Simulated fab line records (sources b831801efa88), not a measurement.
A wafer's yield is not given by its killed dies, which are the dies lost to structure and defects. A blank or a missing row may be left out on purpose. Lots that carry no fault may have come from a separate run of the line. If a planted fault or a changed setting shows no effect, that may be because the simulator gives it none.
fab line records :: flow sky130
record:
  lots: 6
  wafers: 18
  lastDay: 50
route steps=708 shown FIELD_ISO@1
lots that met no fault: from a run of the same line without faults
startH: hours from the record's opening day to when the first of the lot's shown wafers began :: waitH: hours from the lot's prior step to this one :: " repeats the value in the row above :: L1.1+2: a row that stands for several wafers :: - no value, or no start given :: * or withheld: withheld :: < > ~ a bound
route shown NAME@n: a module of which the file shows steps, and the number in the route of the first :: usual: the fault-free wafers' mean and standard deviation :: same: alike in all rows :: chamber/n: place in a boat :: sites: each site's reading :: _std_site: their standard deviation :: _edge_site: the outer-site mean with the inner-site mean subtracted :: radiusMm: how far each site lies from the wafer's centre :: mask NAME#n: copy n :: behind: the tool/chamber that last shaped the wafer :: hold: why the lot was held/for how many hours/how that ended :: device: whichever transistor did not switch (one of n, p or np) :: end of line: the route-end tests of the same wafers :: a step without rows: its recipe alone :: killed: at the first sort, the dies lost to defects and structure; wafer yield is something else :: map: a wafer's dies, x killed, . not, _ none there
set.NAME: the setting the step ran with; set.NAME@STEP: the setting that earlier step ran with :: model.NAME: the simulator's own value behind a step, which no gauge read
certain route steps with their lots: each step a table, each wafer a row
services: a tool's chamber out of use, with start hour (startH, from the record's first day; less than 0 if before it), hours out, and reason
== steps ==
step: SKY_FIELD_ISO_BOW_MEAS_00
recipe:
  mode: bow
usual:
  INCOMING_BOW: 0/6.1
lot.wafer: L857.1
tool: filmMetro-03
chamber: -
startH: 35.00
waitH: -
INCOMING_BOW[um]: 6

lot.wafer: L857.5
tool: filmMetro-03
chamber: -
startH: 35.00
waitH: -
INCOMING_BOW[um]: 1

lot.wafer: L857.6
tool: filmMetro-03
chamber: -
startH: 35.00
waitH: -
INCOMING_BOW[um]: -2

lot.wafer: L859.2
tool: filmMetro-03
chamber: -
startH: 45.02
waitH: -
INCOMING_BOW[um]: 1

lot.wafer: L859.3
tool: filmMetro-03
chamber: -
startH: 45.02
waitH: -
INCOMING_BOW[um]: -12

lot.wafer: L859.6
tool: filmMetro-03
chamber: -
startH: 45.02
waitH: -
INCOMING_BOW[um]: -2

lot.wafer: L867.2
tool: filmMetro-04
chamber: -
startH: 85.02
waitH: -
INCOMING_BOW[um]: -10

lot.wafer: L867.4
tool: filmMetro-04
chamber: -
startH: 85.02
waitH: -
INCOMING_BOW[um]: -1

lot.wafer: L867.6
tool: filmMetro-04
chamber: -
startH: 85.02
waitH: -
INCOMING_BOW[um]: 4

lot.wafer: L868.3
tool: filmMetro-03
chamber: -
startH: 90.04
waitH: -
INCOMING_BOW[um]: 8

lot.wafer: L868.4
tool: filmMetro-03
chamber: -
startH: 90.04
waitH: -
INCOMING_BOW[um]: 0

lot.wafer: L868.6
tool: filmMetro-03
chamber: -
startH: 90.04
waitH: -
INCOMING_BOW[um]: 5

lot.wafer: L872.1
tool: filmMetro-04
chamber: -
startH: 110.00
waitH: -
INCOMING_BOW[um]: 2

lot.wafer: L872.2
tool: filmMetro-04
chamber: -
startH: 110.00
waitH: -
INCOMING_BOW[um]: 14

lot.wafer: L872.4
tool: filmMetro-04
chamber: -
startH: 110.00
waitH: -
INCOMING_BOW[um]: 3

lot.wafer: L873.1
tool: filmMetro-01
chamber: -
startH: 115.00
waitH: -
INCOMING_BOW[um]: 7

lot.wafer: L873.3
tool: filmMetro-01
chamber: -
startH: 115.00
waitH: -
INCOMING_BOW[um]: -9

lot.wafer: L873.4
tool: filmMetro-01
chamber: -
startH: 115.00
waitH: -
INCOMING_BOW[um]: -2
step: SKY_FIELD_ISO_OXIDATION_01
recipe:
  tempC: 900
  ambient: O2
  stabiliseS: 600
  purgeS: 300
  targetThkA: 120
  oxTimeS: 1843
step: SKY_FIELD_ISO_THK_MEAS_02
recipe:
  reads: SiO2_of_FIELD_ISO_OXIDATION_01
usual:
  FIELD_ISO_OXIDATION_00_THK: 12.14/0.21
lot.wafer: L857.1
tool: filmMetro-03
chamber: -
startH: 38.80
waitH: 0.0
FIELD_ISO_OXIDATION_00_THK[nm]: 12.45

lot.wafer: L857.5
tool: filmMetro-03
chamber: -
startH: 38.80
waitH: 0.0
FIELD_ISO_OXIDATION_00_THK[nm]: 12.11

lot.wafer: L857.6
tool: filmMetro-03
chamber: -
startH: 38.80
waitH: 0.0
FIELD_ISO_OXIDATION_00_THK[nm]: 12.19

lot.wafer: L859.2
tool: filmMetro-04
chamber: -
startH: 49.12
waitH: 0.0
FIELD_ISO_OXIDATION_00_THK[nm]: 11.83

lot.wafer: L859.3
tool: filmMetro-04
chamber: -
startH: 49.12
waitH: 0.0
FIELD_ISO_OXIDATION_00_THK[nm]: 11.86

lot.wafer: L859.6
tool: filmMetro-04
chamber: -
startH: 49.12
waitH: 0.0
FIELD_ISO_OXIDATION_00_THK[nm]: 11.90

lot.wafer: L867.2
tool: filmMetro-01
chamber: -
startH: 87.85
waitH: 0.0
FIELD_ISO_OXIDATION_00_THK[nm]: 12.18

lot.wafer: L867.4
tool: filmMetro-01
chamber: -
startH: 87.85
waitH: 0.0
FIELD_ISO_OXIDATION_00_THK[nm]: 12.10

lot.wafer: L867.6
tool: filmMetro-01
chamber: -
startH: 87.85
waitH: 0.0
FIELD_ISO_OXIDATION_00_THK[nm]: 12.13

lot.wafer: L868.3
tool: filmMetro-01
chamber: -
startH: 93.30
waitH: 0.0
FIELD_ISO_OXIDATION_00_THK[nm]: 12.24

lot.wafer: L868.4
tool: filmMetro-01
chamber: -
startH: 93.30
waitH: 0.0
FIELD_ISO_OXIDATION_00_THK[nm]: 12.44

lot.wafer: L868.6
tool: filmMetro-01
chamber: -
startH: 93.30
waitH: 0.0
FIELD_ISO_OXIDATION_00_THK[nm]: 12.40

lot.wafer: L872.1
tool: filmMetro-01
chamber: -
startH: 112.70
waitH: 0.0
FIELD_ISO_OXIDATION_00_THK[nm]: 12.02

lot.wafer: L872.2
tool: filmMetro-01
chamber: -
startH: 112.70
waitH: 0.0
FIELD_ISO_OXIDATION_00_THK[nm]: 11.99

lot.wafer: L872.4
tool: filmMetro-01
chamber: -
startH: 112.70
waitH: 0.0
FIELD_ISO_OXIDATION_00_THK[nm]: 12.28

lot.wafer: L873.1
tool: filmMetro-03
chamber: -
startH: 116.63
waitH: 0.0
FIELD_ISO_OXIDATION_00_THK[nm]: 12.08

lot.wafer: L873.3
tool: filmMetro-03
chamber: -
startH: 116.63
waitH: 0.0
FIELD_ISO_OXIDATION_00_THK[nm]: 12.14

lot.wafer: L873.4
tool: filmMetro-03
chamber: -
startH: 116.63
waitH: 0.0
FIELD_ISO_OXIDATION_00_THK[nm]: 12.31
step: SKY_FIELD_ISO_CVD_03
recipe:
  material: Si3N4
  precursor: DCS/NH3
  targetThkNm: 165
  tempC: 770
  timeS: 2830
  pressureMtorr: 250
step: SKY_FIELD_ISO_THK_MEAS_04
recipe:
  reads: Si3N4_of_FIELD_ISO_CVD_03
usual:
  FIELD_ISO_CVD_03_THK: 166.0/1.4
lot.wafer: L857.1
tool: filmMetro-01
chamber: -
startH: 40.91
waitH: 0.0
FIELD_ISO_CVD_03_THK[nm]: 166.0

lot.wafer: L857.5
tool: filmMetro-01
chamber: -
startH: 40.91
waitH: 0.0
FIELD_ISO_CVD_03_THK[nm]: 165.7

lot.wafer: L857.6
tool: filmMetro-01
chamber: -
startH: 40.91
waitH: 0.0
FIELD_ISO_CVD_03_THK[nm]: 166.6

lot.wafer: L859.2
tool: filmMetro-01
chamber: -
startH: 50.97
waitH: 0.0
FIELD_ISO_CVD_03_THK[nm]: 167.1

lot.wafer: L859.3
tool: filmMetro-01
chamber: -
startH: 50.97
waitH: 0.0
FIELD_ISO_CVD_03_THK[nm]: 169.2

lot.wafer: L859.6
tool: filmMetro-01
chamber: -
startH: 50.97
waitH: 0.0
FIELD_ISO_CVD_03_THK[nm]: 168.6

lot.wafer: L867.2
tool: filmMetro-03
chamber: -
startH: 91.14
waitH: 0.0
FIELD_ISO_CVD_03_THK[nm]: 165.3

lot.wafer: L867.4
tool: filmMetro-03
chamber: -
startH: 91.14
waitH: 0.0
FIELD_ISO_CVD_03_THK[nm]: 165.2

lot.wafer: L867.6
tool: filmMetro-03
chamber: -
startH: 91.14
waitH: 0.0
FIELD_ISO_CVD_03_THK[nm]: 165.6

lot.wafer: L868.3
tool: filmMetro-04
chamber: -
startH: 96.55
waitH: 0.0
FIELD_ISO_CVD_03_THK[nm]: 166.1

lot.wafer: L868.4
tool: filmMetro-04
chamber: -
startH: 96.55
waitH: 0.0
FIELD_ISO_CVD_03_THK[nm]: 167.4

lot.wafer: L868.6
tool: filmMetro-04
chamber: -
startH: 96.55
waitH: 0.0
FIELD_ISO_CVD_03_THK[nm]: 166.0

lot.wafer: L872.1
tool: filmMetro-01
chamber: -
startH: 114.74
waitH: 0.0
FIELD_ISO_CVD_03_THK[nm]: 166.3

lot.wafer: L872.2
tool: filmMetro-01
chamber: -
startH: 114.74
waitH: 0.0
FIELD_ISO_CVD_03_THK[nm]: 166.1

lot.wafer: L872.4
tool: filmMetro-01
chamber: -
startH: 114.74
waitH: 0.0
FIELD_ISO_CVD_03_THK[nm]: 166.6

lot.wafer: L873.1
tool: filmMetro-04
chamber: -
startH: 118.74
waitH: 0.0
FIELD_ISO_CVD_03_THK[nm]: 162.5

lot.wafer: L873.3
tool: filmMetro-04
chamber: -
startH: 118.74
waitH: 0.0
FIELD_ISO_CVD_03_THK[nm]: 164.3

lot.wafer: L873.4
tool: filmMetro-04
chamber: -
startH: 118.74
waitH: 0.0
FIELD_ISO_CVD_03_THK[nm]: 162.8
step: SKY_FIELD_ISO_DEHYDRATE_05
recipe:
  tempC: 200
  timeS: 60
step: SKY_FIELD_ISO_HMDS_06
recipe:
  primeTimeS: 60
  primeTempC: 120
step: SKY_FIELD_ISO_COAT_07
recipe:
  resist: BARC
  tempC: withheld
  timeS: withheld
  spinRpm: 3000
  resistThkNm: 60
step: SKY_FIELD_ISO_COAT_08
recipe:
  resist: KrF-thick
  spinRpm: 3000
  resistThkNm: 450
step: SKY_FIELD_ISO_SOFTBAKE_09
recipe:
  tempC: 100
  timeS: 90
  resist: KrF-thick
step: SKY_FIELD_ISO_EXPOSE_10
recipe:
  maskId: FOM
  na: 0.68
  sourceShape: annular
  sigmaInner: 0.4
  sigmaOuter: 0.8
  targetCdNm: 150
  doseMj: 28
usual:
  exposureDoseMJCm2: 28.24/0.21
  focusOffsetNm: 0.1/0.55
lot.wafer: L857.1
tool: krfScanner-01
chamber: 0
startH: 49.01
waitH: -
mask: FOM#0
exposureDoseMJCm2: 28.41
focusOffsetNm: 0.2

lot.wafer: L857.5
tool: krfScanner-01
chamber: 0
startH: 49.01
waitH: -
mask: FOM#0
exposureDoseMJCm2: 28.43
focusOffsetNm: 0.1

lot.wafer: L857.6
tool: krfScanner-01
chamber: 0
startH: 49.01
waitH: -
mask: FOM#0
exposureDoseMJCm2: 28.42
focusOffsetNm: 0.3

lot.wafer: L859.2
tool: krfScanner-01
chamber: 0
startH: 58.86
waitH: -
mask: FOM#0
exposureDoseMJCm2: 28.41
focusOffsetNm: 0.3

lot.wafer: L859.3
tool: krfScanner-01
chamber: 0
startH: 58.86
waitH: -
mask: FOM#0
exposureDoseMJCm2: 28.44
focusOffsetNm: -0.2

lot.wafer: L859.6
tool: krfScanner-01
chamber: 0
startH: 58.86
waitH: -
mask: FOM#0
exposureDoseMJCm2: 28.43
focusOffsetNm: -0.3

lot.wafer: L867.2
tool: krfScanner-01
chamber: -
startH: 99.78
waitH: -
mask: FOM#0
exposureDoseMJCm2: -
focusOffsetNm: -

lot.wafer: L867.4
tool: krfScanner-01
chamber: -
startH: 99.78
waitH: -
mask: FOM#0
exposureDoseMJCm2: -
focusOffsetNm: -

lot.wafer: L867.6
tool: krfScanner-01
chamber: -
startH: 99.78
waitH: -
mask: FOM#0
exposureDoseMJCm2: -
focusOffsetNm: -

lot.wafer: L868.3
tool: krfScanner-01
chamber: -
startH: 105.55
waitH: -
mask: FOM#0
exposureDoseMJCm2: -
focusOffsetNm: -

lot.wafer: L868.4
tool: krfScanner-01
chamber: -
startH: 105.55
waitH: -
mask: FOM#0
exposureDoseMJCm2: -
focusOffsetNm: -

lot.wafer: L868.6
tool: krfScanner-01
chamber: -
startH: 105.55
waitH: -
mask: FOM#0
exposureDoseMJCm2: -
focusOffsetNm: -

lot.wafer: L872.1
tool: krfScanner-02
chamber: 0
startH: 123.76
waitH: -
mask: FOM#0
exposureDoseMJCm2: 28.05
focusOffsetNm: -0.2

lot.wafer: L872.2
tool: krfScanner-02
chamber: 0
startH: 123.76
waitH: -
mask: FOM#0
exposureDoseMJCm2: 28.01
focusOffsetNm: -0.5

lot.wafer: L872.4
tool: krfScanner-02
chamber: 0
startH: 123.76
waitH: -
mask: FOM#0
exposureDoseMJCm2: 28.01
focusOffsetNm: 0.5

lot.wafer: L873.1
tool: krfScanner-01
chamber: 0
startH: 128.51
waitH: -
mask: FOM#0
exposureDoseMJCm2: 28.45
focusOffsetNm: 1.3

lot.wafer: L873.3
tool: krfScanner-01
chamber: 0
startH: 128.51
waitH: -
mask: FOM#0
exposureDoseMJCm2: 28.42
focusOffsetNm: 0.6

lot.wafer: L873.4
tool: krfScanner-01
chamber: 0
startH: 128.51
waitH: -
mask: FOM#0
exposureDoseMJCm2: 28.40
focusOffsetNm: 0.9
step: SKY_FIELD_ISO_PEB_11
recipe:
  pebTempC: withheld
  pebTimeS: withheld
  resist: KrF-thick
== services ==
tool: krfScanner-02
chamber: -
startH: 28.05
hours: 0.8
kind: pm

tool: krfScanner-02
chamber: -
startH: 47.37
hours: 2.2
kind: repair

tool: krfScanner-01
chamber: 0
startH: 58.37
hours: -
kind: calibration

tool: krfScanner-02
chamber: -
startH: 63.62
hours: 6.1
kind: repair

tool: krfScanner-01
chamber: -
startH: 83.16
hours: 0.8
kind: pm

tool: krfScanner-02
chamber: -
startH: 101.90
hours: 4.0
kind: pm

tool: krfScanner-02
chamber: -
startH: 111.22
hours: 1.3
kind: pm

tool: krfScanner-02
chamber: -
startH: 112.70
hours: 3.2
kind: repair
== key ==
firstSign:
  step: SKY_FIELD_ISO_EXPOSE_10
  reading: toolRecord
  direction: missing
effect none on later readings
metAt SKY_FIELD_ISO_EXPOSE_10
struckWafers L867.2,L867.4,L867.6,L868.3,L868.4,L868.6
laterRowsLeftOut L867.2,L867.4,L867.6,L868.3,L868.4,L868.6
sortLeftOut L867.2,L867.4,L867.6,L868.3,L868.4,L868.6
testerLeftOut L867,L868
onsetBetween 58.86 99.78
fault:
  kind: skippedStepWhole
  tool: krfScanner-01
  chamber: -
  onsetH: 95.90
  steps: SKY_FIELD_ISO_EXPOSE_10
  scope: struckLotsOnly
testerLeftOut: of these lots the tester's yield and bins aren't shown, on N5 and GAA mostly nor the transistor test; their killed dies are dies lost to structure and defects alone, not to doping, threshold or leakage, so they don't give the yield
sortLeftOut: the simulated sort isn't trusted on such a fault, so these wafers' sort isn't shown, and their yield isn't known
laterRowsLeftOut: the simulator's readings of these wafers behind a module that went badly wrong aren't trusted and aren't shown, but for the sort
